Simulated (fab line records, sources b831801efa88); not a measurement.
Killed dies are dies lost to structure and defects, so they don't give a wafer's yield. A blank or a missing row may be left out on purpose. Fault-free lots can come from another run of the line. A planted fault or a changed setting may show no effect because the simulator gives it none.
Matching of chambers :: flow gf180mcu :: GF_M5_ETCH_09 on rie-diel-02: 4 sister chambers
The step etches Si3N4 in CF4/O2, target depth 52 nm, time 11.6 s. 4 wafers are shown with their chamber, then 9 later ones without.

EACH WAFER AND ITS CHAMBER
wafer: L276.6
chamber: 1
drypump-motor-current-A (A): 5.6

wafer: L281.4
chamber: 3
drypump-motor-current-A (A): 6.3

wafer: L281.5
chamber: 0
drypump-motor-current-A (A): 5.7

wafer: L281.6
chamber: 2
drypump-motor-current-A (A): 6.4

WAFERS WHOSE CHAMBER IS MISSING
wafer: L283.3
drypump-motor-current-A (A): 6.4

wafer: L283.4
drypump-motor-current-A (A): 6.3

wafer: L283.5
drypump-motor-current-A (A): 5.7

wafer: L286.2
drypump-motor-current-A (A): 6.3

wafer: L286.4
drypump-motor-current-A (A): 6.3

wafer: L286.6
drypump-motor-current-A (A): 5.7

wafer: L287.1
drypump-motor-current-A (A): 5.7

wafer: L287.5
drypump-motor-current-A (A): 6.3

wafer: L287.6
drypump-motor-current-A (A): 6.5

EACH ONE'S CHAMBER
wafer: L283.3
from the rows above: 2
in truth: 2

wafer: L283.4
from the rows above: 3
in truth: 3

wafer: L283.5
from the rows above: 0
in truth: 0

wafer: L286.2
from the rows above: 3
in truth: 3

wafer: L286.4
from the rows above: 3
in truth: 3

wafer: L286.6
from the rows above: 0
in truth: 0

wafer: L287.1
from the rows above: 0
in truth: 0

wafer: L287.5
from the rows above: 3
in truth: 3

wafer: L287.6
from the rows above: 2
in truth: 2
Correctly placed: 9 of 9. From these rows, 0 cannot be placed. Placed wrongly: 0.
How it was worked out, from the rows above alone: a wafer's distance from a chamber is the root of the sum, over the readings, of the square of ((its reading less the chamber's mean) divided by the reading's scatter). The wafer belongs to the nearest chamber; if the next one is less than 2 further off, it can't be placed. For every chamber, the mean is computed from those of its wafers that are shown. The scatter: root of mean squared gap, hidden wafer to nearest shown wafer, with one shown wafer a chamber.
